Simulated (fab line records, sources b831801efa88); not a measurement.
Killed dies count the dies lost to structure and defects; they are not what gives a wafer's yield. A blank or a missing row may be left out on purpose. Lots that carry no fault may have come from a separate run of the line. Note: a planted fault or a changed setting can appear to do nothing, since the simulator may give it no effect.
Comparing a struck lot with a sound one || flow sky130 || 44 out of 708 route steps
Sound: these wafers, L855.1, L855.4, L855.5. Struck: wafer L868.6 (left out: L868.1, a lot-mate that was not struck); the cause follows at the end.
Per side, at each step with rows, come the tool, then ch with its chambers, and then its first start. Under that, the readings that differ: sound wafers || struck wafers || difference of the means || sigmas: that difference in standard deviations of wafers without a fault.
alike: a reading whose means differ by less than 2 such deviations, as well as words and numbers matching on both sides. not compared: withheld readings; readings where some wafer has no value; bounds like >300 that might hide an equal value; numbers whose values overlap and for which the record gives no deviation.
A row with sigmas, a row that says differs or no value, or rows on one side alone: a step with any of these is where the two part. Numbers that have no deviation but don't overlap get no sigmas and don't part them. A reading missing from all wafers of one side parts the sides only when that side holds two or more wafers.

SKY_VIA2_SPUTTER_20: material TiN, target thk 20 nm, time 80 s.
  sound: pvd-sputter-03 at day 36 23:51; struck: pvd-sputter-01 at day 40 16:47
  alike: throttle-valve-pct
then, 1 step without rows for these wafers: SKY_VIA2_CVD_21 (deposits W, target thk 420 nm, time 126.4 s).
SKY_VIA2_RS_MEAS_22: measurement is done with a four-point probe.
  sound: film-metro-04 at day 37 00:02; struck: film-metro-02 at day 40 16:58
{"reading": "VIA2_W_RS (ohm/sq)", "sound": "0.276 0.273 0.277", "struck": 0.269, "difference": -0.006, "sigmas": -2}
SKY_VIA2_THK_MEAS_23: measures by xrf.
  sound: film-metro-04 at day 37 00:10; struck: film-metro-02 at day 40 17:05
{"reading": "VIA2_W_THK (nm)", "sound": "391 397 389", "struck": 408, "difference": "+16", "sigmas": "+3"}
then, 1 step without rows for these wafers: SKY_VIA2_CMP_24 (polishes, stops on SiO2, t overpolish 20 s, target thk 0 nm).
SKY_METAL3_SPUTTER_00: material Ti, target thk 15 nm, time 10 s.
  sound: pvd-sputter-02 at day 37 00:33; struck: pvd-sputter-04 at day 40 17:27
  alike: throttle-valve-pct
SKY_METAL3_SPUTTER_01: material TiN, target thk 20 nm, time 16.7 s.
  sound: pvd-sputter-02 at day 37 00:34; struck: pvd-sputter-04 at day 40 17:29
{"reading": "throttle-valve-pct (%)", "sound": "30.0 28.8 29.1", "struck": 31.2, "difference": "+1.9", "sigmas": "+2"}
then, 4 steps without rows for these wafers: SKY_METAL3_SPUTTER_02 (material AlCu, target thk 735 nm, time 39.1 s); SKY_METAL3_SPUTTER_03 (material Ti, target thk 5 nm, time 3.3 s); SKY_METAL3_SPUTTER_04 (material TiN, target thk 70 nm, time 58.3 s); SKY_CAPM_CVD_00 (deposits SiO2, target thk 15.5 nm).
SKY_CAPM_THK_MEAS_01:
  sound: film-metro-03 at day 37 00:43; struck: film-metro-03 at day 40 17:38
  alike: CAPM_CVD_00_THK
SKY_CAPM_SPUTTER_02: material TiN, target thk 200 nm, time 166.7 s.
  sound: pvd-sputter-01 at day 37 00:47; struck: pvd-sputter-03 at day 40 17:41
{"reading": "throttle-valve-pct (%)", "sound": "31.1 29.1 28.5", "struck": 27.4, "difference": -2.2, "sigmas": -2}
{"reading": "model.TiN_of_CAPM_SPUTTER_02.thk-nm (nm)", "sound": "203.8 202.7 201.8", "struck": 195.1, "difference": -7.7, "sigmas": ""}
SKY_CAPM_RS_MEAS_03: measurement is done with a four-point probe.
  sound: film-metro-04 at day 37 00:53; struck: film-metro-04 at day 40 17:48
{"reading": "CAPM_TIN_RS (ohm/sq)", "sound": "6.76 6.82 6.84", "struck": 7.07, "difference": "+0.26", "sigmas": "+5"}
SKY_CAPM_THK_MEAS_04: measures by xrf.
  sound: film-metro-04 at day 37 01:01; struck: film-metro-04 at day 40 17:55
{"reading": "CAPM_TIN_THK (nm)", "sound": "203.4 202.2 200.7", "struck": 196.6, "difference": -5.5, "sigmas": -3}
then, 7 steps without rows for these wafers: SKY_CAPM_DEHYDRATE_05 (time 60 s); SKY_CAPM_HMDS_06 (prime time 60 s); SKY_CAPM_COAT_07 (resist thk 1140 nm); SKY_CAPM_SOFTBAKE_08 (time 60 s); SKY_CAPM_EXPOSE_09 (exposes mask CAPM, target cd 1000 nm); SKY_CAPM_PEB_10; SKY_CAPM_DEVELOP_11 (develop time 60 s).
SKY_CAPM_OVL_MEAS_12:
  sound: overlay-02 at day 38 02:16; struck: overlay-02 at day 41 17:29
  alike: CAPM_OVL
SKY_CAPM_METAL_ETCH_13: etches TiN in Cl2/BCl3, stops on SiO2, target depth 220 nm, time 62.9 s.
  sound on rie-metal-01 ch 0, day 38 02:18; struck on rie-metal-02 ch 1, day 41 17:31
{"reading": "model.etch.depth-nm (nm)", "sound": "203.8 202.7 201.8", "struck": 195.1, "difference": -7.7, "sigmas": ""}
{"reading": "model.CAPM.feature-depth-nm (nm)", "sound": "203.8 202.7 201.8", "struck": 195.1, "difference": -7.7, "sigmas": ""}
  alike: drypump-motor-current-A, oes-product-au, throttle-valve-pct
  not compared: rf-hours-counter-h
then, 12 steps without rows for these wafers: SKY_CAPM_STRIP_14 (strips in O2/N2); SKY_CAPM_STRIP_15 (strips in post etch residue remover, time 1200 s); SKY_CAPM_CLEAN_16 (cleans in IPA, time 180 s); SKY_CAPM_CLEAN_17 (cleans in O3/DIW); SKY_METAL3_DEHYDRATE_05 (time 60 s); SKY_METAL3_HMDS_06 (prime time 60 s); SKY_METAL3_COAT_07 (resist thk 60 nm); SKY_METAL3_COAT_08 (resist thk 1140 nm); SKY_METAL3_SOFTBAKE_09 (time 90 s); SKY_METAL3_EXPOSE_10 (exposes mask MM3, target cd 300 nm); SKY_METAL3_PEB_11; SKY_METAL3_DEVELOP_12 (develop time 60 s).
SKY_METAL3_CD_MEAS_13: target cd 300 nm.
  sound: cd-sem-01 at day 39 04:26; struck: cd-sem-02 at day 42 18:00
  alike: cd-nm
SKY_METAL3_OVL_MEAS_14:
  sound: overlay-01 at day 39 04:33; struck: overlay-01 at day 42 18:07
{"reading": "METAL3_OVL (nm)", "sound": "-6 -7 -2", "struck": 9, "difference": "+14", "sigmas": "+3"}
SKY_METAL3_DESCUM_15: chemistry O2, time 8 s.
  sound on rie-metal-04 ch 0,1, day 39 04:35; struck on rie-metal-02 ch 1, day 42 18:09
{"reading": "oes-product-au (a.u.)", "sound": "1.010 0.999 1.014", "struck": 0.973, "difference": -0.035, "sigmas": -3}
  alike: drypump-motor-current-A
  not compared: rf-hours-counter-h
then, 2 steps without rows for these wafers: SKY_METAL3_ETCH_16 (etches BARC in N2/H2, stops on SiO2, time 88.2 s, target depth 60 nm); SKY_METAL3_ETCH_17 (etches SiO2 in C4F8/O2/Ar, stops on TiN, time 3.9 s, target depth 15 nm).
SKY_METAL3_METAL_ETCH_18: etches the open film in Cl2/BCl3, stops on SiO2, target depth 845 nm, time 183.1 s.
  sound on rie-metal-02 ch 0, day 39 04:44; struck on rie-metal-03 ch 1, day 42 18:18
  alike: drypump-motor-current-A, oes-product-au, throttle-valve-pct
  not compared: rf-hours-counter-h
SKY_METAL3_STRIP_20: strips in post etch residue remover, time 1200 s.
  sound on wet-bench-01 ch 1, day 39 05:01; struck on wet-bench-01 ch 2, day 42 18:35
{"reading": "model.TiN_of_CAPM_SPUTTER_02.thk-nm (nm)", "sound": "202.9 201.8 201", "struck": 194.3, "difference": -7.6, "sigmas": ""}
-- the record jumps here: 6 days lie between the struck wafers' starts before and after (it left off in module METAL3 and takes up again in module PAD_OPEN, whose first step shown is number 708 of the route) --
SKY_PAD_OPEN_PROBE_99:
  sound: prober-02 at day 46 08:17; struck: prober-01 at day 49 06:33
{"reading": "model.etest.cap-mim.plate-ohm-sq", "sound": "5.899 5.931 5.942", "struck": 6.167, "difference": "+0.243", "sigmas": ""}
  alike: defect-limited-yield, killed_at_M0_to_M3, killed_at_M4_up, killed-at-contacts, killed-at-front-end, killed-at-other, killed-dies, killed-open, killed-short, sort_bin_3_pad_short, sort_bin_5_function, sort_bin_6_memory, sort-n-pass, sort-yield-pct

WHERE THEY PART
First at SKY_VIA2_RS_MEAS_22; last, within this record, at SKY_METAL3_DESCUM_15. Later steps at which nothing parts them and some readings are alike: SKY_METAL3_METAL_ETCH_18, SKY_PAD_OPEN_PROBE_99.

WHY: whatever the simulator had introduced
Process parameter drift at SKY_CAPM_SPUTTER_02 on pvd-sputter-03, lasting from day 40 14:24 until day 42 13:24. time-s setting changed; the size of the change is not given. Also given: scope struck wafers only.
